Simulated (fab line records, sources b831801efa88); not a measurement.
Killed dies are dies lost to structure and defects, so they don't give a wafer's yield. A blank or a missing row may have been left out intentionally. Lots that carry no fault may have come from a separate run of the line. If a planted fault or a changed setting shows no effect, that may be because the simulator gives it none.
Which tool did it?    flow gf180mcu    39 wafers from 13 lots sampled at 5 of the route's 602 steps

WHAT EACH GAUGE READ, for each wafer
GF_DUAL_GATE_THK_MEAS_03.
lot   measured      on            DUAL_GATE_OXIDATION_00_THK (nm)
L989  day 8 02:56   filmMetro-03  10.87 11.00 10.90
L990  day 8 04:21   filmMetro-03  10.80 10.92 10.94
L995  day 9 07:52   filmMetro-01  12.12 12.14 12.07
L998  day 10 12:01  filmMetro-03  11.95 11.86 11.90
L101  day 11 03:43  filmMetro-02  11.14 11.28 11.09
L102  day 11 12:38  filmMetro-02  10.78 10.75 10.65
L104  day 11 20:02  filmMetro-02  10.54 10.56 10.53
L105  day 12 00:17  filmMetro-03  10.37 10.56 10.30
L108  day 13 01:55  filmMetro-03  10.78 10.93 10.91
L109  day 13 07:17  filmMetro-02  10.90 10.89 11.01
L110  day 13 15:00  filmMetro-03  11.21 11.09 11.02
L111  day 13 21:58  filmMetro-02  10.87 10.98 11.08
L112  day 14 03:08  filmMetro-02  11.03 11.02 11.08

GF_M4_RS_MEAS_05: a four-point-probe measurement.
lot   measured      on            M4_ALCU_RS (ohm/sq)
L989  day 23 03:19  filmMetro-01  0.0688 0.0697 0.0693
L990  day 23 03:33  filmMetro-04  0.0708 0.0710 0.0704
L995  day 24 17:33  filmMetro-04  0.0700 0.0702 0.0702
L998  day 26 05:48  filmMetro-01  0.0699 0.0695 0.0693
L101  day 26 19:45  filmMetro-04  0.0691 0.0683 0.0678
L102  day 27 04:48  filmMetro-03  0.0695 0.0688 0.0686
L104  day 27 12:55  filmMetro-03  0.0695 0.0696 0.0702
L105  day 27 18:44  filmMetro-03  0.0701 0.0703 0.0703
L108  day 28 22:38  filmMetro-04  0.0701 0.0692 0.0696
L109  day 29 02:20  filmMetro-01  0.0706 0.0695 0.0694
L110  day 29 09:17  filmMetro-04  0.0695 0.0691 0.0698
L111  day 29 15:35  filmMetro-03  0.0702 0.0704 0.0699
L112  day 29 19:41  filmMetro-03  0.0689 0.0697 0.0684

GF_M4_CD_MEAS_14 targets a cd of 280 nm.
lot   measured      on        cdNm (nm)
L989  day 24 01:35  cdSem-01  280.6 279.4 280.2
L990  day 24 01:53  cdSem-02  279.1 278.9 279.2
L995  day 25 15:22  cdSem-01  282.5 282.1 282.7
L998  day 27 01:53  cdSem-01  281.5 281.3 280.0
L101  day 27 15:22  cdSem-01  279.3 278.4 278.3
L102  day 28 01:05  cdSem-01  278.6 279.4 279.5
L104  day 28 09:28  cdSem-01  280.1 279.5 278.7
L105  day 28 14:58  cdSem-02  280.9 280.3 280.1
L108  day 29 17:07  cdSem-01  278.6 279.0 278.4
L109  day 29 21:28  cdSem-01  280.4 280.8 281.0
L110  day 30 04:37  cdSem-01  277.7 278.7 278.7
L111  day 30 10:17  cdSem-01  280.6 279.6 279.4
L112  day 30 14:31  cdSem-01  280.0 280.4 281.3

EACH LOT AND THE TOOL THAT RAN IT (in order: tool; ch and the chambers of the sampled wafers; start)
lot   GF_DUAL_GATE_OXIDATION_02      GF_V2_CVD_23
L989  furnace-01 ch 0, day 8 01:28   cvdW-01 ch 0,1, day 21 00:37
L990  furnace-01 ch 0, day 8 02:55   cvdW-02 ch 0,1, day 21 01:16
L995  furnace-01 ch 0, day 9 06:26   cvdW-01 ch 0,1, day 22 16:32
L998  furnace-01 ch 0, day 10 10:34  cvdW-01 ch 0,1, day 24 06:33
L101  furnace-02 ch 0, day 11 02:17  cvdW-02 ch 1, day 24 22:23
L102  furnace-02 ch 0, day 11 11:11  cvdW-01 ch 0,1, day 25 07:50
L104  furnace-02 ch 0, day 11 18:35  cvdW-01 ch 0,1, day 25 16:01
L105  furnace-02 ch 0, day 11 22:50  cvdW-02 ch 0,1, day 25 21:42
L108  furnace-02 ch 0, day 13 00:28  cvdW-02 ch 0,1, day 27 03:35
L109  furnace-02 ch 0, day 13 05:50  cvdW-02 ch 0,1, day 27 05:47
L110  furnace-02 ch 0, day 13 13:34  cvdW-02 ch 0,1, day 27 12:28
L111  furnace-01 ch 0, day 13 20:31  cvdW-02 ch 0, day 27 19:41
L112  furnace-02 ch 0, day 14 01:41  cvdW-01 ch 0,1, day 28 00:34
- GF_DUAL_GATE_OXIDATION_02: stabilise 600 s, purge 300 s, target thk 10.887 nm.
- GF_V2_CVD_23: deposits W, target thk 350 nm, time 104.94 s.

AS READ BY THE TOOLS THEMSELVES (means over the sampled wafers that have a number; for cases with no such wafer, the mark the record gives instead)
GF_DUAL_GATE_OXIDATION_02.
lot   tool        spikeTcBottomC (C)  spikeTcCentreC (C)  spikeTcLowerC (C)  spikeTcTopC (C)  spikeTcUpperC (C)  zonePowerCentrePct (%)
L989  furnace-01  915.5               900.3               899.3              912.9            898.2              16.0
L990  furnace-01  914.7               901.5               899.3              913.9            898.5              15.7
L995  furnace-01  924.7               910.0               908.0              921.9            906.8              16.3
L998  furnace-01  923.3               910.3               908.2              921.2            907.1              16.1
L101  furnace-02  916.6               900.9               900.3              910.0            900.4              20.6
L102  furnace-02  916.7               901.9               899.9              911.5            901.1              20.5
L104  furnace-02  916.9               900.9               901.6              911.6            901.0              20.5
L105  furnace-02  916.4               900.8               900.2              911.3            901.3              20.5
L108  furnace-02  916.3               900.8               901.2              911.4            901.5              20.6
L109  furnace-02  916.0               901.0               900.2              912.2            900.6              20.4
L110  furnace-02  916.6               901.8               900.8              912.4            900.9              20.6
L111  furnace-01  915.5               901.0               899.7              912.6            898.6              15.9
L112  furnace-02  916.9               902.4               900.8              911.5            901.2              20.3

GF_V2_CVD_23.
lot   tool     chamberPressureTorr (Torr)  heaterPowerW (W)
L989  cvdW-01  40.02                       772
L990  cvdW-02  39.99                       772
L995  cvdW-01  40.08                       801
L998  cvdW-01  40.10                       756
L101  cvdW-02  39.98                       737
L102  cvdW-01  40.01                       770
L104  cvdW-01  39.98                       802
L105  cvdW-02  40.05                       759
L108  cvdW-02  40.01                       752
L109  cvdW-02  39.95                       752
L110  cvdW-02  39.95                       750
L111  cvdW-02  39.98                       787
L112  cvdW-01  40.07                       798

THE ANSWER, worked out from the rows above alone
Rule: the usual values come from the lots themselves. The widest of any qualifying gaps counts: lots, ordered by their means at a reading, are off when they make up no more than a third of the lots, leave a main group of 4 or more, and stand apart from it by 3 or more times the standard deviation of that group's means. If all means in a main group match to the digits the tables above print for the reading, that group is not used. A lot without any number at a reading at which 4 lots or more have one is off too. All remaining lots with rows at the step are treated as sound. After the gauges, taken in route order, come the tools' own readings; for these a lot's mean is taken, as printed above. At the first step where some lot is off, the reading lying furthest off is the one used; lots without a number count as furthest.
Off: at GF_DUAL_GATE_THK_MEAS_03 (DUAL_GATE_OXIDATION_00_THK), L995, L998. The main group: mean 10.87 nm, standard deviation 0.22.
If a tool, at a process step before that reading, ran all the lots that are off and no sound lot after the first of them, it fits. Not tried: the gauges at GF_DUAL_GATE_THK_MEAS_03; whatever is off there is also off at GF_DUAL_GATE_OXIDATION_02, on other tools, and gauge error can't account for it. Not one of the candidates tried fits.

WHAT THE SIMULATOR HAD PUT IN
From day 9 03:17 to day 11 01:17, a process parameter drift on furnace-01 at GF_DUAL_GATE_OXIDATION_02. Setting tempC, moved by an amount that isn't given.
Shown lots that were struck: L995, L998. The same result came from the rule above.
